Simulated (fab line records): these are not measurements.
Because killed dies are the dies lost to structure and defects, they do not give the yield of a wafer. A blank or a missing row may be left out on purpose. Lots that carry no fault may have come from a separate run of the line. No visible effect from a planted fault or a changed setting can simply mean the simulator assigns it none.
Comparing a struck lot with a sound one -- flow gf180mcu -- 37 out of 602 route steps
Sound: these wafers, L719.1, L719.2, L719.4. Wafers L725.3, L725.4, L725.5 were the ones struck. The cause is named last.
Each step with rows lists, per side, the tool, then ch with its chambers, then its first start. Under that, the readings that differ: sound wafers -- struck wafers -- difference of the means -- sigmas: that difference in standard deviations of wafers without a fault.
alike: same words and numbers on both sides, and readings whose means sit less than 2 such deviations apart. not compared: any withheld reading, any reading some wafer has no value for, any bound like >300 that may hide the same value, and any number with overlapping values for which the record gives no deviation.
A row with sigmas, a row that says differs or no value, or rows on one side alone: a step with any of these is where the two part. Non-overlapping numbers with no deviation appear without sigmas and do not part them. A reading that every wafer of one side lacks parts them only if that side has two wafers or more.

first, 2 steps without rows for these wafers: GF_M1_PEB_12 (peb time 90 s); GF_M1_DEVELOP_13 (develop time 60 s).
GF_M1_CD_MEAS_14: target cd 230 nm.
  sound: cd sem-02 at day 19 11:11; struck: cd sem-02 at day 21 14:16
  alike: cd nm
GF_M1_OVL_MEAS_15:
  sound: overlay-02 at day 19 11:18; struck: overlay-02 at day 21 14:22
  alike: M1_OVL
GF_M1_METAL_ETCH_16: etches the open film in Cl2/BCl3, stops on SiO2, target depth 627.5 nm, time 104.6 s.
  sound on rie metal-02 ch 0,1, day 19 11:20; struck on rie metal-02 ch 0,1, day 21 14:25
  alike: drypump motor current A, oes product au, throttle valve pct
  not compared: rf hours counter h
GF_M1_STRIP_17: strips in O2/N2.
  sound on plasma asher-01 ch 0,1, day 19 11:26; struck on plasma asher-01 ch 0,1, day 21 14:32
  alike: drypump motor current A, heater power w, oes product au, strip time to endpoint s
  not compared: rf hours counter h
then, 3 steps without rows for these wafers: GF_M1_STRIP_18 (strips in post etch residue remover, time 1200 s); GF_M1_CLEAN_19 (cleans in DIW); GF_V1_CVD_00 (deposits SiO2, target thk 600 nm, time 100 s).
GF_V1_THK_MEAS_01:
  sound: film metro-04 at day 19 12:03; struck: film metro-03 at day 21 15:07
  alike: V1_CVD_00_THK
GF_V1_CVD_02: deposits SiO2 from TEOS, target thk 850 nm, time 94.851 s.
  sound on pecvd-04 ch 1,2, day 19 12:07; struck on pecvd-01 ch 0,1,2, day 21 15:10
  alike: heater power w
GF_V1_THK_MEAS_03:
  sound: film metro-02 at day 19 12:11; struck: film metro-02 at day 21 15:15
  alike: V1_CVD_02_THK
GF_V1_CMP_04: polishes SiO2.
  sound on cmp-01 ch 0,1,3, day 19 12:17; struck on cmp-01 ch 1,3, day 21 15:20
reading,sound,struck,difference,sigmas
time to endpoint s (s),79 79 93,102 113 119,+28,+5
model.SiO2_of_V1_CVD_02.thk nm (nm),631.1 630.9 634.6,705.3 711.8 716.4,+79.0,
  alike: edge zone pressure frac, motor current A, retaining ring pressure frac
GF_V1_BOW_MEAS_05:
  sound: film metro-02 at day 19 12:32; struck: film metro-02 at day 21 15:38
  alike: V1_BOW
then, 8 steps without rows for these wafers: GF_V1_DEHYDRATE_06 (time 60 s); GF_V1_HMDS_07 (prime time 60 s); GF_V1_COAT_08; GF_V1_COAT_09 (resist thk 993 nm); GF_V1_SOFTBAKE_10 (time 60 s); GF_V1_EXPOSE_11 (exposes mask Via1, target cd 260 nm); GF_V1_PEB_12 (peb time 90 s); GF_V1_DEVELOP_13 (develop time 60 s).
GF_V1_CD_MEAS_14: target cd 260 nm.
  sound: cd sem-01 at day 20 12:54; struck: cd sem-02 at day 22 14:27
reading,sound,struck,difference,sigmas
cd nm (nm),259.5 259.0 258.6,261.4 262.5 261.8,+2.9,+2
GF_V1_OVL_MEAS_15:
  sound: overlay-02 at day 20 13:01; struck: overlay-01 at day 22 14:33
  alike: V1_OVL
then, 1 step without rows for these wafers: GF_V1_ETCH_16 (etches BARC in N2/H2).
GF_V1_ETCH_17: etches SiO2 in C4F8/O2/Ar, stops on TiN, target depth 630 nm.
  sound: rie diel-02 ch 1,2,3; struck: rie diel-03 ch 1,2,3
reading,sound,struck,difference,sigmas
oes product au (a.u.),0.859 0.855 0.866,0.912 0.915 0.914,+0.054,+11
model.etch.depth nm (nm),631.1 630.9 634.6,705.3 711.8 716.4,+79.0,
model.V1.feature depth nm (nm),631.1 630.9 634.6,705.3 711.8 716.4,+79.0,
then, 4 steps without rows for these wafers: GF_V1_STRIP_18 (strips in O2/N2); GF_V1_STRIP_19 (strips in post etch residue remover, time 1200 s); GF_V1_CLEAN_20 (cleans in DIW); GF_V1_SPUTTER_21 (material Ti, target thk 15 nm, time 80.02 s).
GF_V1_SPUTTER_22: material TiN, target thk 10 nm, time 40 s.
  sound: pvd sputter-04 at day 20 13:49; struck: pvd sputter-02 at day 22 15:17
  alike: throttle valve pct
GF_V1_CVD_23: deposits W, target thk 350 nm, time 105.05 s.
  sound on cvd w-01 ch 0,1, day 20 13:51; struck on cvd w-01 ch 0,1, day 22 15:22
  alike: heater power w
GF_V1_RS_MEAS_24: measures by four-point-probe.
  sound: film metro-04 at day 20 13:58; struck: film metro-04 at day 22 15:29
  alike: V1_W_RS
GF_V1_THK_MEAS_25: measures by xrf.
  sound: film metro-04 at day 20 14:05; struck: film metro-04 at day 22 15:35
  alike: V1_W_THK
GF_V1_CMP_26: polishes, stops on SiO2, t overpolish 15 s, target thk 0 nm.
  sound on cmp-01 ch 0,1,3, day 20 14:08; struck on cmp-02 ch 1,2, day 22 15:38
reading,sound,struck,difference,sigmas
model.SiO2_of_V1_CVD_02.thk nm (nm),627.3 627.1 630.8,701.5 708 712.6,+79.0,
  alike: edge zone pressure frac, motor current A, retaining ring pressure frac
then, 1 step without rows for these wafers: GF_M2_SPUTTER_00 (material Ti, target thk 37.5 nm, time 150 s).
GF_PASSIVATION_PROBE_99:
  the record has rows for the sound wafers here (prober-01, day 30 23:49) and none for the struck ones

== WHERE THEY PART ==
At GF_V1_CMP_04 first; at GF_PASSIVATION_PROBE_99 last (within this record only).

WHY: the cause the simulator had injected
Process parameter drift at GF_V1_CMP_04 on cmp-01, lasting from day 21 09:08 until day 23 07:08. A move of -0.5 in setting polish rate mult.
